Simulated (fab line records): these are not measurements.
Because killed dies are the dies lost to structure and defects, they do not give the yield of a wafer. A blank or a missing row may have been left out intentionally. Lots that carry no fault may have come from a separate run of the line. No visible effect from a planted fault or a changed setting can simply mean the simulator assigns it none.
fab line records ; flow gf180mcu
[record] lots = 14; wafers = 42; last-day = 34
route steps=602 shown SALICIDE@284 M3@420 V3@443 M4@471
lots that met no fault: taken from a fault-free run of the same line
start-h: start of the lot's first displayed wafer, in hours after the record's first day ; wait-h: how many hours have passed since the lot's step before this one ; " repeats the value in the row above ; L1.1+2: a row that stands for several wafers ; - no value, or no start given ; * or withheld: withheld ; < > ~ a bound
route shown NAME@n: NAME is a module with steps in the file, n the number in the route of the first one ; usual: mean and standard deviation over wafers with no fault ; same: alike in all rows ; chamber/n: place in a boat ; sites: per-site readings ; _std_site: how widely they spread, as a standard deviation ; _edge_site: the outer-site mean with the inner-site mean subtracted ; radius-mm: how far each site lies from the wafer's centre ; mask NAME#n: copy n ; behind: the last tool/chamber to shape the wafer ; hold: why the lot went on hold/how many hours it stayed there/how the hold came to an end ; device: which transistor (n, p or np) failed to switch ; end of line: the same wafers' tests at the end of the route ; a step with no rows: only its recipe ; killed: count of dies lost to structure and defects at first sort (not the wafer's yield) ; map: a wafer's dies, x killed, . not, _ none there
set.NAME: the setting as run; set.NAME@STEP: as run at that earlier step ; model.NAME: the simulator's own value behind a step, which no gauge read
steps of the route over a sample of lots; a table a step, a row a wafer
services: from which hour (start-h, from the record's first day; less than 0 if before it) a tool's chamber was out of use, for how many hours, and why
[[steps]]
[step GF_SALICIDE_RTA_06]
[recipe] temp-c = 530; time-s = 30; ambient = N2
[usual] lamp-power-pct = 6.5/0.47; wafer_temp_C_max = 533.7/0.99
lot.wafer;tool;chamber;start-h;wait-h;lamp-power-pct;wafer_temp_C_max
L226.2;rtp-anneal-01;0;341.62;0.1;5.8;534.2
L226.4;rtp-anneal-01;0;341.62;0.1;5.8;532.8
L226.6;rtp-anneal-01;0;341.62;0.1;5.8;532.5
L227.4;rtp-anneal-02;0;343.94;0.1;6.8;533.7
L227.5;rtp-anneal-02;0;343.94;0.1;6.8;533.8
L227.6;rtp-anneal-02;0;343.94;0.1;6.8;533.1
L229.4;rtp-anneal-01;0;374.03;0.1;5.8;532.7
L229.5;rtp-anneal-01;0;374.03;0.1;5.8;534.2
L229.6;rtp-anneal-01;0;374.03;0.1;5.8;533.4
L230.1;rtp-anneal-02;0;379.47;0.1;6.8;533.5
L230.2;rtp-anneal-02;0;379.47;0.1;6.8;533.5
L230.3;rtp-anneal-02;0;379.47;0.1;6.8;532.4
L231.2;rtp-anneal-02;0;386.65;0.1;6.8;534.2
L231.3;rtp-anneal-02;0;386.65;0.1;6.8;533.4
L231.5;rtp-anneal-02;0;386.65;0.1;6.8;535.8
L232.2;rtp-anneal-02;0;394.46;0.1;6.8;534.2
L232.4;rtp-anneal-02;0;394.46;0.1;6.8;534.4
L232.6;rtp-anneal-02;0;394.46;0.1;6.8;533.3
L233.1;rtp-anneal-01;0;403.03;0.1;5.8;532.7
L233.3;rtp-anneal-01;0;403.03;0.1;5.8;532.2
L233.5;rtp-anneal-01;0;403.03;0.1;5.8;532.5
L234.1;rtp-anneal-01;0;410.04;0.1;5.8;532.6
L234.2;rtp-anneal-01;0;410.04;0.1;5.8;532.1
L234.4;rtp-anneal-01;0;410.04;0.1;5.8;532.3
L238.1;rtp-anneal-02;0;446.37;0.1;6.8;533.6
L238.2;rtp-anneal-02;0;446.37;0.1;6.8;535.0
L238.5;rtp-anneal-02;0;446.37;0.1;6.8;533.4
L239.3;rtp-anneal-02;0;454.33;0.1;6.8;534.3
L239.5;rtp-anneal-02;0;454.33;0.1;6.8;533.5
L239.6;rtp-anneal-02;0;454.33;0.1;6.8;534.2
L240.2;rtp-anneal-01;0;459.10;0.1;5.8;533.0
L240.4;rtp-anneal-01;0;459.10;0.1;5.8;533.0
L240.5;rtp-anneal-01;0;459.10;0.1;5.8;532.3
L245.1;rtp-anneal-02;0;501.25;0.1;6.8;533.8
L245.4;rtp-anneal-02;0;501.25;0.1;6.8;534.2
L245.5;rtp-anneal-02;0;501.25;0.1;6.8;533.3
L246.1;rtp-anneal-02;0;509.14;0.1;6.8;533.6
L246.2;rtp-anneal-02;0;509.14;0.1;6.8;535.3
L246.6;rtp-anneal-02;0;509.14;0.1;6.8;534.3
L249.1;rtp-anneal-02;0;530.69;0.1;6.8;534.6
L249.3;rtp-anneal-02;0;530.69;0.1;6.8;532.6
L249.6;rtp-anneal-02;0;530.69;0.1;6.8;535.0
[step GF_M3_EXPOSE_11]
[recipe] mask-id = Metal3; target-cd-nm = 280; na = 0.68; source-shape = conventional; sigma-outer = 0.6; dose-mj = 28
[usual] focus-offset-nm = -0.1/0.54
lot.wafer;tool;chamber;start-h;wait-h;mask;focus-offset-nm
L226.2;krf-scanner-01;0;478.15;-;Metal3#0;0.9
L226.4;krf-scanner-01;0;478.15;-;Metal3#0;0.0
L226.6;krf-scanner-01;0;478.15;-;Metal3#0;0.5
L227.4;krf-scanner-02;0;480.89;-;Metal3#0;0.7
L227.5;krf-scanner-02;0;480.89;-;Metal3#0;0.9
L227.6;krf-scanner-02;0;480.89;-;Metal3#0;-0.1
L229.4;krf-scanner-02;0;514.79;-;Metal3#0;-1.4
L229.5;krf-scanner-02;0;514.79;-;Metal3#0;-0.4
L229.6;krf-scanner-02;0;514.79;-;Metal3#0;-1.0
L230.1;krf-scanner-01;0;518.43;-;Metal3#0;-0.7
L230.2;krf-scanner-01;0;518.43;-;Metal3#0;0.2
L230.3;krf-scanner-01;0;518.43;-;Metal3#0;-0.1
L231.2;krf-scanner-01;0;527.52;-;Metal3#0;-0.1
L231.3;krf-scanner-01;0;527.52;-;Metal3#0;-0.4
L231.5;krf-scanner-01;0;527.52;-;Metal3#0;0.0
L232.2;krf-scanner-01;0;533.47;-;Metal3#0;0.1
L232.4;krf-scanner-01;0;533.47;-;Metal3#0;0.5
L232.6;krf-scanner-01;0;533.47;-;Metal3#0;0.5
L233.1;krf-scanner-02;0;542.29;-;Metal3#0;-0.1
L233.3;krf-scanner-02;0;542.29;-;Metal3#0;-0.3
L233.5;krf-scanner-02;0;542.29;-;Metal3#0;-0.7
L234.1;krf-scanner-02;0;549.20;-;Metal3#0;0.4
L234.2;krf-scanner-02;0;549.20;-;Metal3#0;0.5
L234.4;krf-scanner-02;0;549.20;-;Metal3#0;0.9
L238.1;krf-scanner-01;0;584.05;-;Metal3#0;-0.4
L238.2;krf-scanner-01;0;584.05;-;Metal3#0;-0.3
L238.5;krf-scanner-01;0;584.05;-;Metal3#0;-0.8
L239.3;krf-scanner-01;0;588.44;-;Metal3#0;-0.3
L239.5;krf-scanner-01;0;588.44;-;Metal3#0;-0.5
L239.6;krf-scanner-01;0;588.44;-;Metal3#0;0.0
L240.2;krf-scanner-01;0;593.07;-;Metal3#0;-0.5
L240.4;krf-scanner-01;0;593.07;-;Metal3#0;-1.7
L240.5;krf-scanner-01;0;593.07;-;Metal3#0;-0.6
L245.1;krf-scanner-02;0;629.69;-;Metal3#0;0.3
L245.4;krf-scanner-02;0;629.69;-;Metal3#0;-1.3
L245.5;krf-scanner-02;0;629.69;-;Metal3#0;-0.2
L246.1;krf-scanner-02;0;635.25;-;Metal3#0;0.4
L246.2;krf-scanner-02;0;635.25;-;Metal3#0;-0.3
L246.6;krf-scanner-02;0;635.25;-;Metal3#0;0.4
L249.1;krf-scanner-02;0;655.08;-;Metal3#0;0.1
L249.3;krf-scanner-02;0;655.08;-;Metal3#0;-0.2
L249.6;krf-scanner-02;0;655.08;-;Metal3#0;-0.3
[step GF_M3_OVL_MEAS_15]
[usual] M3_OVL = -1/5.5
lot.wafer;tool;chamber;start-h;wait-h;M3_OVL[nm]
L226.2;overlay-02;-;489.63;0.1;10
L226.4;overlay-02;-;489.63;0.1;3
L226.6;overlay-02;-;489.63;0.1;3
L227.4;overlay-02;-;493.48;0.1;-4
L227.5;overlay-02;-;493.48;0.1;-4
L227.6;overlay-02;-;493.48;0.1;-8
L229.4;overlay-02;-;525.84;0.1;1
L229.5;overlay-02;-;525.84;0.1;-1
L229.6;overlay-02;-;525.84;0.1;-1
L230.1;overlay-01;-;529.57;0.1;-12
L230.2;overlay-01;-;529.57;0.1;-10
L230.3;overlay-01;-;529.57;0.1;-2
L231.2;overlay-02;-;538.88;0.1;1
L231.3;overlay-02;-;538.88;0.1;-5
L231.5;overlay-02;-;538.88;0.1;-3
L232.2;overlay-01;-;544.63;0.1;-1
L232.4;overlay-01;-;544.63;0.1;-2
L232.6;overlay-01;-;544.63;0.1;4
L233.1;overlay-01;-;553.12;0.1;8
L233.3;overlay-01;-;553.12;0.1;7
L233.5;overlay-01;-;553.12;0.1;5
L234.1;overlay-02;-;559.77;0.1;-3
L234.2;overlay-02;-;559.77;0.1;-5
L234.4;overlay-02;-;559.77;0.1;-7
L238.1;overlay-01;-;594.52;0.1;71
L238.2;overlay-01;-;594.52;0.1;77
L238.5;overlay-01;-;594.52;0.1;81
L239.3;overlay-01;-;598.63;0.1;68
L239.5;overlay-01;-;598.63;0.1;63
L239.6;overlay-01;-;598.63;0.1;65
L240.2;overlay-01;-;602.92;0.1;69
L240.4;overlay-01;-;602.92;0.1;68
L240.5;overlay-01;-;602.92;0.1;62
L245.1;overlay-01;-;639.52;0.1;6
L245.4;overlay-01;-;639.52;0.1;-5
L245.5;overlay-01;-;639.52;0.1;0
L246.1;overlay-01;-;644.91;0.1;1
L246.2;overlay-01;-;644.91;0.1;-1
L246.6;overlay-01;-;644.91;0.1;-3
L249.1;overlay-02;-;665.16;0.1;-9
L249.3;overlay-02;-;665.16;0.1;0
L249.6;overlay-02;-;665.16;0.1;-4
[step GF_V3_CD_MEAS_14]
[recipe] target-cd-nm = 260
[usual] cd-nm = 260.0/1.2
lot.wafer;tool;chamber;start-h;wait-h;cd-nm
L226.2;cd-sem-01;-;513.67;0.1;260.0
L226.4;cd-sem-01;-;513.67;0.1;260.4
L226.6;cd-sem-01;-;513.67;0.1;258.9
L227.4;cd-sem-02;-;517.71;0.1;259.1
L227.5;cd-sem-02;-;517.71;0.1;258.4
L227.6;cd-sem-02;-;517.71;0.1;259.5
L229.4;cd-sem-02;-;549.61;0.1;259.8
L229.5;cd-sem-02;-;549.61;0.1;260.8
L229.6;cd-sem-02;-;549.61;0.1;260.3
L230.1;cd-sem-01;-;553.30;0.1;258.8
L230.2;cd-sem-01;-;553.30;0.1;259.2
L230.3;cd-sem-01;-;553.30;0.1;258.2
L231.2;cd-sem-02;-;562.27;0.1;259.7
L231.3;cd-sem-02;-;562.27;0.1;259.8
L231.5;cd-sem-02;-;562.27;0.1;261.1
L232.2;cd-sem-01;-;567.47;0.1;261.2
L232.4;cd-sem-01;-;567.47;0.1;261.0
L232.6;cd-sem-01;-;567.47;0.1;260.9
L233.1;cd-sem-01;-;576.70;0.1;260.2
L233.3;cd-sem-01;-;576.70;0.1;260.2
L233.5;cd-sem-01;-;576.70;0.1;260.3
L234.1;cd-sem-01;-;582.60;0.1;260.2
L234.2;cd-sem-01;-;582.60;0.1;260.0
L234.4;cd-sem-01;-;582.60;0.1;260.4
L238.1;cd-sem-01;-;617.45;0.1;257.7
L238.2;cd-sem-01;-;617.45;0.1;257.5
L238.5;cd-sem-01;-;617.45;0.1;258.7
L239.3;cd-sem-01;-;620.74;0.1;260.3
L239.5;cd-sem-01;-;620.74;0.1;260.4
L239.6;cd-sem-01;-;620.74;0.1;261.5
L240.2;cd-sem-01;-;624.97;0.1;260.8
L240.4;cd-sem-01;-;624.97;0.1;259.4
L240.5;cd-sem-01;-;624.97;0.1;261.0
L245.1;cd-sem-01;-;660.60;0.1;260.3
L245.4;cd-sem-01;-;660.60;0.1;259.7
L245.5;cd-sem-01;-;660.60;0.1;258.7
L246.1;cd-sem-01;-;666.25;0.1;260.5
L246.2;cd-sem-01;-;666.25;0.1;260.1
L246.6;cd-sem-01;-;666.25;0.1;260.1
L249.1;cd-sem-02;-;685.70;0.1;260.7
L249.3;cd-sem-02;-;685.70;0.1;260.4
L249.6;cd-sem-02;-;685.70;0.1;259.7
[step GF_M4_OVL_MEAS_15]
[usual] M4_OVL = -1/5.5
lot.wafer;tool;chamber;start-h;wait-h;M4_OVL[nm]
L226.2;overlay-02;-;538.13;0.1;6
L226.4;overlay-02;-;538.13;0.1;2
L226.6;overlay-02;-;538.13;0.1;-1
L227.4;overlay-01;-;541.99;0.1;-5
L227.5;overlay-01;-;541.99;0.1;-3
L227.6;overlay-01;-;541.99;0.1;-7
L229.4;overlay-02;-;573.08;0.1;-8
L229.5;overlay-02;-;573.08;0.1;0
L229.6;overlay-02;-;573.08;0.1;0
L230.1;overlay-01;-;576.61;0.1;6
L230.2;overlay-01;-;576.61;0.1;3
L230.3;overlay-01;-;576.61;0.1;2
L231.2;overlay-01;-;584.83;0.1;-2
L231.3;overlay-01;-;584.83;0.1;2
L231.5;overlay-01;-;584.83;0.1;3
L232.2;overlay-01;-;590.03;0.1;-2
L232.4;overlay-01;-;590.03;0.1;7
L232.6;overlay-01;-;590.03;0.1;1
L233.1;overlay-02;-;600.21;0.1;2
L233.3;overlay-02;-;600.21;0.1;3
L233.5;overlay-02;-;600.21;0.1;-1
L234.1;overlay-01;-;604.97;0.1;-2
L234.2;overlay-01;-;604.97;0.1;6
L234.4;overlay-01;-;604.97;0.1;5
L238.1;overlay-02;-;640.06;0.1;1
L238.2;overlay-02;-;640.06;0.1;-3
L238.5;overlay-02;-;640.06;0.1;9
L239.3;overlay-01;-;642.20;0.1;-5
L239.5;overlay-01;-;642.20;0.1;-1
L239.6;overlay-01;-;642.20;0.1;-1
L240.2;overlay-01;-;646.63;0.1;-2
L240.4;overlay-01;-;646.63;0.1;1
L240.5;overlay-01;-;646.63;0.1;3
L245.1;overlay-02;-;681.87;0.1;-11
L245.4;overlay-02;-;681.87;0.1;-2
L245.5;overlay-02;-;681.87;0.1;-12
L246.1;overlay-01;-;686.87;0.1;-3
L246.2;overlay-01;-;686.87;0.1;5
L246.6;overlay-01;-;686.87;0.1;1
L249.1;overlay-02;-;706.52;0.1;-10
L249.3;overlay-02;-;706.52;0.1;-13
L249.6;overlay-02;-;706.52;0.1;-5
[[services]]
tool;chamber;start-h;hours;kind
krf-scanner-01;-;319.44;0.8;pm
krf-scanner-02;-;320.19;1.3;pm
krf-scanner-02;0;333.23;-;calibration
krf-scanner-01;0;347.78;-;calibration
krf-scanner-02;-;368.57;0.2;repair
krf-scanner-01;-;372.49;1.3;pm
krf-scanner-01;-;389.58;1.0;pm
krf-scanner-01;-;399.45;11.6;pm
krf-scanner-02;-;411.00;0.8;pm
krf-scanner-01;-;448.85;4.4;pm
krf-scanner-02;-;481.46;1.0;pm
krf-scanner-01;-;488.24;0.8;pm
rtp-anneal-01;-;489.35;41.8;pm
krf-scanner-02;-;495.72;1.3;pm
krf-scanner-01;-;498.53;0.8;pm
krf-scanner-02;0;511.87;-;calibration
krf-scanner-02;-;534.83;6.0;pm
krf-scanner-01;-;540.94;6.3;repair
krf-scanner-01;-;548.39;1.3;pm
krf-scanner-01;-;558.61;1.0;pm
krf-scanner-02;-;574.84;0.8;pm
krf-scanner-01;-;577.97;1.1;repair
krf-scanner-01;-;628.06;4.0;repair
krf-scanner-02;-;650.46;1.0;pm
[[key]]
[first-sign] step = GF_M3_OVL_MEAS_15; reading = M3_OVL; direction = up; sigmas = 13; usual = -1; struck = 69
effect none on later readings
met-at GF_M3_EXPOSE_11
struck-lots L238,L239,L240
not-acting-at GF_SALICIDE_RTA_06,GF_V3_CD_MEAS_14,GF_M4_OVL_MEAS_15
onset-between 533.47 584.05
[fault] kind = scanner-matching-overlay; tool = krf-scanner-01; chamber = -; onset-h = 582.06; steps = GF_M3_EXPOSE_11; offset = 68.149
